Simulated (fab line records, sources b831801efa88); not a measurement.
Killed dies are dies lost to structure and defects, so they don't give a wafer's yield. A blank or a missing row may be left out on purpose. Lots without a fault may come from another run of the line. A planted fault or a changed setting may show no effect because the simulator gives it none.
fab line records | flow sky130
record lots=13 wafers=39 last_day=50
route steps=708 shown POLY_GATE@230 SPACER@305 SD_N@350 PAD_OPEN@708
lots that met no fault: from a run of the same line without faults
start_h: hours from the record's first day to the start of the lot's first wafer shown | wait_h: hours since the lot's step before | " the same as in the row above | L1.1+2: a row that stands for several wafers | - no value, or no start given | * or withheld: withheld | < > ~ a bound
route shown NAME@n: a module of which the file shows steps, and the number in the route of the first | usual: mean/standard deviation of fault-free wafers | same: alike in all rows | chamber/n: place in a boat | sites: the reading at each site | _std_site: their standard deviation | _edge_site: outer sites' mean less inner sites' | radius_mm: how far each site lies from the wafer's centre | mask NAME#n: copy n | behind: the tool/chamber that last shaped the wafer | hold: why the lot was held/for how many hours/how that ended | device: the transistor (n, p or np) that didn't switch | end of line: the same wafers' tests at the end of the route | a step without rows: its recipe alone | killed: dies lost to structure and defects at the first sort, not the wafer's yield | map: a wafer's dies, x killed, . not, _ none there
set.NAME: the setting as run; set.NAME@STEP: as run at that earlier step | model.NAME: the simulator's own value behind a step, which no gauge read
steps of the route over a sample of lots; a table a step, a row a wafer
services: from which hour (start_h, from the record's first day; less than 0 if before it) a tool's chamber was out of use, for how many hours, and why
## steps
# step SKY_POLY_GATE_ETCH_16
# recipe stop_on=poly-Si chemistry=CH3F/O2 target=Si3N4 source_w=400 bias_w=80 pressure_mtorr=25 ch3f_flow_sccm=40 O2_flow_sccm=30 time_s=147.5 target_depth_a=750
# usual drypump_motor_current_A=5.8/0.4 oes_product_au=0.642/0.0053 throttle_valve_pct=10.536/0.0085
# columns lot.wafer tool chamber start_h wait_h drypump_motor_current_A oes_product_au rf_hours_counter_h throttle_valve_pct
L862.1 rie_diel-02 1 369.16 0.0 5.7 0.647 11 10.541
L862.3 " 0 " " 5.5 0.641 3 10.532
L862.5 " 0 " " 5.5 0.646 - 10.535
L863.2 rie_diel-03 2 370.11 0.0 6.2 0.642 4 10.543
L863.3 " 1 " " 6.3 0.640 31 10.545
L863.5 " 1 " " 6.3 0.642 - 10.533
L864.2 rie_diel-02 0 388.67 0.0 5.5 0.647 3 10.529
L864.5 " 1 " " 5.7 0.638 - 10.541
L864.6 " 0 " " 5.4 0.648 - 10.547
L866.1 rie_diel-02 3 402.50 0.0 6.0 0.640 61 10.547
L866.4 " 1 " " 5.7 0.642 12 10.521
L866.6 " 3 " " 6.0 0.644 - 10.546
L867.2 rie_diel-03 0 410.01 0.0 6.2 0.642 23 10.529
L867.4 " 3 " " 6.0 0.651 40 10.533
L867.5 " 1 " " 6.3 0.642 - 10.544
L868.2 rie_diel-04 3 417.27 0.0 5.0 0.642 7 10.532
L868.3 " 0 " " 5.3 0.642 14 10.516
L868.5 " 3 " " 5.0 0.645 - 10.533
L869.1 rie_diel-02 3 423.07 0.0 6.0 0.639 62 10.531
L869.3 " 1 " " 5.7 0.647 13 10.546
L869.6 " 3 " " 6.0 0.643 - 10.530
L870.1 rie_diel-04 1 454.50 0.0 5.6 0.640 7 10.522
L870.2 " 3 " " 5.0 0.648 7 10.551
L870.5 " 0 " " 5.3 0.631 - 10.540
L876.1 rie_diel-03 2 494.40 0.0 6.3 0.647 6 10.526
L876.2 " 0 " " 6.3 0.642 24 10.532
L876.6 " 1 " " 6.3 0.642 - 10.541
L877.1 rie_diel-04 0 508.16 0.0 5.3 0.643 16 10.541
L877.2 " 1 " " 5.6 0.638 8 10.520
L877.4 " 2 " " 6.0 0.635 51 10.530
L878.3 rie_diel-03 1 509.92 0.0 6.3 0.634 33 10.523
L878.5 " 3 " " 6.0 0.628 - 10.539
L878.6 " 2 " " 6.3 0.637 - 10.540
L883.1 rie_diel-04 1 546.40 0.0 5.6 0.645 10 10.529
L883.3 " 0 " " 5.3 0.648 17 10.541
L883.5 " 2 " " 5.9 0.637 - 10.534
L885.2 rie_diel-03 0 564.11 0.0 6.2 0.645 25 10.545
L885.4 " 2 " " 6.2 0.637 7 10.522
L885.5 " 0 " " 6.2 0.633 - 10.533
# step SKY_SPACER_THK_MEAS_01
# recipe reads=Si3N4_of_SPACER_CVD_00
# usual SPACER_CVD_00_THK=43.1/0.38
# columns lot.wafer tool chamber start_h wait_h SPACER_CVD_00_THK[nm]
L862.1 film_metro-02 - 527.08 0.0 43.5
L862.3 " - " " 43.3
L862.5 " - " " 43.2
L863.2 film_metro-02 - 529.65 0.0 42.5
L863.3 " - " " 42.9
L863.5 " - " " 43.1
L864.2 film_metro-02 - 547.60 0.0 42.7
L864.5 " - " " 42.5
L864.6 " - " " 42.9
L866.1 film_metro-01 - 561.10 0.0 43.0
L866.4 " - " " 43.1
L866.6 " - " " 43.3
L867.2 film_metro-01 - 572.24 0.0 43.3
L867.4 " - " " 43.4
L867.5 " - " " 43.1
L868.2 film_metro-02 - 580.50 0.0 43.0
L868.3 " - " " 43.3
L868.5 " - " " 43.2
L869.1 film_metro-02 - 581.70 0.0 43.7
L869.3 " - " " 43.3
L869.6 " - " " 43.4
L870.1 film_metro-03 - 623.20 0.0 43.2
L870.2 " - " " 43.5
L870.5 " - " " 42.9
L876.1 film_metro-03 - 647.18 0.0 44.2
L876.2 " - " " 44.3
L876.6 " - " " 44.0
L877.1 film_metro-03 - 658.56 0.0 44.2
L877.2 " - " " 44.4
L877.4 " - " " 44.1
L878.3 film_metro-03 - 659.79 0.0 44.4
L878.5 " - " " 44.9
L878.6 " - " " 44.8
L883.1 film_metro-01 - 693.78 0.0 43.2
L883.3 " - " " 43.0
L883.5 " - " " 42.8
L885.2 film_metro-01 - 708.74 0.0 43.3
L885.4 " - " " 43.4
L885.5 " - " " 43.4
# step SKY_SPACER_ETCHBACK_02
# recipe chemistry=CH3F/O2 target=Si3N4 stop_on=SiO2 source_w=400 bias_w=80 pressure_mtorr=25 ch3f_flow_sccm=40 O2_flow_sccm=30 time_s=46.7 target_depth_a=450
# usual drypump_motor_current_A=5.8/0.41 oes_product_au=0.855/0.0059 throttle_valve_pct=10.562/0.0097
# columns lot.wafer tool chamber start_h wait_h drypump_motor_current_A oes_product_au rf_hours_counter_h throttle_valve_pct
L862.1 rie_diel-01 1 527.14 0.1 6.1 0.865 78 10.568
L862.3 " 3 " " 5.3 0.859 10 10.559
L862.5 " 1 " " 6.1 0.857 - 10.562
L863.2 rie_diel-02 2 529.70 0.0 5.8 0.848 74 10.555
L863.3 " 3 " " 6.0 0.847 64 10.566
L863.5 " 0 " " 5.5 0.855 - 10.561
L864.2 rie_diel-01 0 547.65 0.0 5.8 0.857 4 10.568
L864.5 " 2 " " 5.0 0.848 - 10.555
L864.6 " 1 " " 6.1 0.849 - 10.561
L866.1 rie_diel-02 3 561.16 0.1 6.0 0.848 64 10.574
L866.4 " 1 " " 5.7 0.860 15 10.560
L866.6 " 3 " " 6.0 0.854 - 10.553
L867.2 rie_diel-01 0 572.29 0.0 5.8 0.862 5 10.564
L867.4 " 3 " " 5.3 0.859 - 10.571
L867.5 " 2 " " 5.0 0.854 - 10.572
L868.2 rie_diel-01 2 580.55 0.0 5.0 0.860 52 10.555
L868.3 " 3 " " 5.2 0.845 11 10.540
L868.5 " 2 " " 5.0 0.860 - 10.557
L869.1 rie_diel-03 0 581.76 0.1 6.2 0.859 26 10.567
L869.3 " 3 " " 6.0 0.853 43 10.561
L869.6 " 1 " " 6.3 0.862 - 10.550
L870.1 rie_diel-03 1 623.26 0.1 6.3 0.850 35 10.554
L870.2 " 2 " " 6.2 0.855 8 10.561
L870.5 " 0 " " 6.2 0.852 - 10.555
L876.1 rie_diel-03 1 647.24 0.1 6.3 0.853 36 10.553
L876.2 " 0 " " 6.2 0.859 27 10.564
L876.6 " 2 " " 6.2 0.845 - 10.569
L877.1 rie_diel-03 0 658.62 0.1 6.3 0.851 28 10.556
L877.2 " 1 " " 6.3 0.855 36 10.557
L877.4 " 3 " " 6.0 0.848 45 10.563
L878.3 rie_diel-01 2 659.83 0.0 5.0 0.863 53 10.570
L878.5 " 1 " " 6.2 0.845 - 10.561
L878.6 " 0 " " 5.8 0.857 - 10.548
L883.1 rie_diel-01 1 693.84 0.1 6.2 0.856 1 10.570
L883.3 " 0 " " 5.9 0.852 7 10.551
L883.5 " 0 " " 5.8 0.852 - 10.547
L885.2 rie_diel-03 2 708.79 0.0 6.2 0.848 10 10.564
L885.4 " 0 " " 6.2 0.860 29 10.571
L885.5 " 3 " " 6.0 0.859 - 10.548
# step SKY_SD_N_OVL_MEAS_08
# usual SD_N_OVL=-0.3/1.4
# columns lot.wafer tool chamber start_h wait_h SD_N_OVL[nm]
L862.1 overlay-01 - 643.75 0.1 0.8
L862.3 " - " " 1.2
L862.5 " - " " -0.3
L863.2 overlay-01 - 646.35 0.1 1.7
L863.3 " - " " 0.7
L863.5 " - " " 1.6
L864.2 overlay-01 - 661.75 0.1 0.9
L864.5 " - " " 0.9
L864.6 " - " " -1.4
L866.1 overlay-01 - 674.80 0.1 0.5
L866.4 " - " " -3.1
L866.6 " - " " 0.6
L867.2 overlay-01 - 686.30 0.1 0.2
L867.4 " - " " -1.5
L867.5 " - " " -0.3
L868.2 overlay-02 - 692.75 0.1 0.0
L868.3 " - " " -0.3
L868.5 " - " " -0.2
L869.1 overlay-02 - 694.35 0.1 1.9
L869.3 " - " " 0.8
L869.6 " - " " 0.7
L870.1 overlay-02 - 734.75 0.1 -0.1
L870.2 " - " " -2.9
L870.5 " - " " 0.1
L876.1 overlay-01 - 758.80 0.1 -1.3
L876.2 " - " " -3.0
L876.6 " - " " -2.5
L877.1 overlay-01 - 769.34 0.1 -1.3
L877.2 " - " " 0.3
L877.4 " - " " 1.5
L878.3 overlay-01 - 770.06 0.1 -1.1
L878.5 " - " " -1.6
L878.6 " - " " -0.9
L883.1 overlay-02 - 802.15 0.1 -1.4
L883.3 " - " " 1.4
L883.5 " - " " 1.1
L885.2 overlay-01 - 816.95 0.1 -0.3
L885.4 " - " " 0.6
L885.5 " - " " 0.1
# step SKY_PAD_OPEN_PROBE_99
# usual killed_at_M0_to_M3=43/6.4 killed_at_M4_up=2.9/1.7 killed_at_contacts=24/5 killed_at_front_end=15/4 killed_at_other=0.4/0.62 killed_dies=86/9.3 killed_open=47/6.8 killed_short=38/5.8
# same gross_dies=492 killed_at_back_side=0
# columns lot.wafer tool chamber start_h wait_h killed_at_M0_to_M3 killed_at_M4_up killed_at_contacts killed_at_front_end killed_at_other killed_dies killed_open killed_short
L866.1 prober-02 - 1097.74 0.1 43 2 26 14 0 85 52 32
L866.4 prober-02 - 1097.89 0.2 44 2 26 9 2 83 47 36
L866.6 prober-02 - 1097.99 0.2 54 1 33 29 0 117 62 52
L868.2 prober-02 - 1109.86 0.1 45 2 25 13 0 85 42 43
L868.3 prober-02 - 1109.91 0.2 29 4 16 16 0 65 33 31
L868.5 prober-02 - 1110.01 0.2 45 4 23 21 0 93 44 48
L869.1 prober-01 - 1111.02 0.1 59 2 23 10 1 95 47 48
L869.3 prober-01 - 1111.12 0.2 36 2 23 17 0 78 38 40
L869.6 prober-01 - 1111.27 0.2 43 3 18 18 3 85 49 36
L876.1 prober-01 - 1155.81 0.1 42 1 24 13 0 80 45 35
L876.2 prober-01 - 1155.86 0.1 53 4 20 9 0 86 53 33
L876.6 prober-01 - 1156.06 0.2 38 3 27 16 0 84 43 41
L878.3 prober-01 - 1167.07 0.2 37 3 33 9 0 82 47 35
L878.5 prober-01 - 1167.17 0.2 39 2 19 11 1 72 35 36
L878.6 prober-01 - 1167.22 0.2 39 6 23 16 0 84 46 36
# killed by level:class
L866.1 CONTACT:geometric_particle:open=13 VIA1:geometric_particle:open=10 FIELD_ISO:geometric_particle:open=7 LI_CONTACT:geometric_particle:open=6 METAL1:geometric_particle:short=6 METAL2:geometric_particle:short=6 VIA3:geometric_particle:open=6 CONTACT:geometric_particle:short=5
L866.4 CONTACT:geometric_particle:open=8 VIA1:geometric_particle:open=8 LOCAL_INTERCONNECT:geometric_particle:short=6 VIA3:geometric_particle:open=6 VIA2:geometric_particle:open=6 LI_CONTACT:geometric_particle:open=5 CONTACT:geometric_particle:short=5 POLY_GATE:geometric_particle:open=4
L866.6 VIA1:geometric_particle:open=13 CONTACT:geometric_particle:open=11 LOCAL_INTERCONNECT:geometric_particle:short=9 VIA3:geometric_particle:open=9 LI_CONTACT:geometric_particle:open=8 FIELD_ISO:geometric_particle:short=7 POLY_GATE:geometric_particle:open=7 METAL2:geometric_particle:short=6
L868.2 METAL2:geometric_particle:short=11 CONTACT:geometric_particle:open=10 VIA1:geometric_particle:open=9 LOCAL_INTERCONNECT:geometric_particle:short=6 FIELD_ISO:geometric_particle:short=5 POLY_GATE:geometric_particle:open=5 VIA2:geometric_particle:open=5 LI_CONTACT:geometric_particle:open=4
L868.3 VIA3:geometric_particle:open=9 CONTACT:geometric_particle:open=7 VIA1:geometric_particle:open=7 FIELD_ISO:geometric_particle:open=4 METAL2:geometric_particle:short=4 METAL3:geometric_particle:short=4 FIELD_ISO:geometric_particle:short=3 LI_CONTACT:geometric_particle:short=3
L868.5 VIA2:geometric_particle:open=8 METAL2:geometric_particle:short=8 VIA1:geometric_particle:open=8 LI_CONTACT:geometric_particle:open=6 CONTACT:geometric_particle:open=6 FIELD_ISO:geometric_particle:short=5 VIA3:geometric_particle:open=5 LOCAL_INTERCONNECT:geometric_particle:short=5
L869.1 VIA1:geometric_particle:open=14 LI_CONTACT:geometric_particle:open=9 METAL2:geometric_particle:short=8 METAL1:geometric_particle:short=7 VIA1:geometric_particle:short=7 VIA2:geometric_particle:open=7 CONTACT:geometric_particle:short=6 VIA3:geometric_particle:open=5
L869.3 VIA1:geometric_particle:open=8 VIA2:geometric_particle:open=8 LOCAL_INTERCONNECT:geometric_particle:short=6 CONTACT:geometric_particle:open=6 FIELD_ISO:geometric_particle:open=5 FIELD_ISO:geometric_particle:short=5 CONTACT:geometric_particle:short=5 METAL1:geometric_particle:short=4
L869.6 VIA1:geometric_particle:open=11 CONTACT:geometric_particle:open=7 METAL1:geometric_particle:short=7 POLY_GATE:geometric_particle:open=6 VIA3:geometric_particle:open=6 VIA2:geometric_particle:open=6 LI_CONTACT:geometric_particle:open=5 LOCAL_INTERCONNECT:geometric_particle:short=5
L876.1 VIA2:geometric_particle:open=10 CONTACT:geometric_particle:open=9 METAL1:geometric_particle:short=7 VIA1:geometric_particle:open=7 METAL3:geometric_particle:short=7 VIA3:geometric_particle:open=6 LI_CONTACT:geometric_particle:open=5 LOCAL_INTERCONNECT:geometric_particle:short=5
L876.2 VIA1:geometric_particle:open=13 VIA3:geometric_particle:open=10 CONTACT:geometric_particle:open=10 METAL2:geometric_particle:short=8 VIA2:geometric_particle:open=7 VIA3:geometric_particle:short=5 POLY_GATE:geometric_particle:open=3 LI_CONTACT:geometric_particle:open=3
L876.6 CONTACT:geometric_particle:open=10 LI_CONTACT:geometric_particle:open=7 FIELD_ISO:geometric_particle:open=6 VIA1:geometric_particle:short=6 VIA2:geometric_particle:open=5 CONTACT:geometric_particle:short=5 VIA1:geometric_particle:open=5 VIA3:geometric_particle:open=5
L878.3 CONTACT:geometric_particle:open=16 CONTACT:geometric_particle:short=7 VIA1:geometric_particle:open=7 VIA1:geometric_particle:short=6 METAL2:geometric_particle:short=6 VIA3:geometric_particle:open=6 LI_CONTACT:geometric_particle:open=5 METAL1:geometric_particle:short=4
L878.5 VIA3:geometric_particle:open=9 CONTACT:geometric_particle:open=6 FIELD_ISO:geometric_particle:open=5 METAL2:geometric_particle:short=5 LI_CONTACT:geometric_particle:open=4 CONTACT:geometric_particle:short=4 METAL1:geometric_particle:short=4 VIA2:geometric_particle:short=4
L878.6 CONTACT:geometric_particle:open=11 VIA1:geometric_particle:open=10 POLY_GATE:geometric_particle:short=6 LI_CONTACT:geometric_particle:open=6 VIA3:geometric_particle:open=6 METAL1:geometric_particle:short=5 CONTACT:geometric_particle:short=4 VIA1:geometric_particle:short=4
## services
# columns tool chamber start_h hours kind
rie_diel-02 3 365.68 13.7 repair
rie_diel-04 - 376.47 2.8 pm
rie_diel-04 1 381.81 2.4 repair
rie_diel-02 0 383.14 2.5 repair
rie_diel-04 2 385.24 6.4 repair
rie_diel-02 2 414.32 34.5 repair
rie_diel-01 - 433.95 2.6 repair
rie_diel-03 1 436.03 20.4 repair
rie_diel-04 0 444.35 9.4 repair
rie_diel-04 3 464.42 6.6 repair
rie_diel-03 - 489.86 1.1 repair
rie_diel-03 - 521.33 14.6 pm
rie_diel-04 2 523.94 4.6 repair
rie_diel-02 - 545.43 15.6 pm
rie_diel-04 3 569.99 2.5 repair
rie_diel-02 - 572.04 0.7 repair
rie_diel-02 - 579.15 8.5 repair
rie_diel-04 3 624.92 2.6 repair
rie_diel-02 0 641.48 8.3 repair
rie_diel-04 3 670.09 22.3 repair
rie_diel-02 - 683.09 2.8 pm
rie_diel-02 0 687.05 8.9 repair
rie_diel-04 2 691.94 2.3 repair
rie_diel-04 3 706.33 7.6 repair
## key
first_sign step=SKY_SPACER_THK_MEAS_01 reading=SPACER_CVD_00_THK direction=up sigmas=3.4 usual=43.1 struck=44.4
effect none on later readings
met_at SKY_SPACER_THK_MEAS_01
struck_lots L876,L877,L878
tester_left_out L876,L877,L878
not_acting_at SKY_POLY_GATE_ETCH_16,SKY_SPACER_ETCHBACK_02,SKY_SD_N_OVL_MEAS_08
onset_between 623.20 647.18
fault kind=metrology_matching_offset tool=film_metro-03 chamber=- onset_h=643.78 steps=SKY_SPACER_THK_MEAS_01 param=thk_nm offset=1.2671
# tester_left_out: of these lots the tester's yield and bins aren't shown, on N5 and GAA mostly nor the transistor test; their killed dies are dies lost to structure and defects alone, not to doping, threshold or leakage, so they don't give the yield
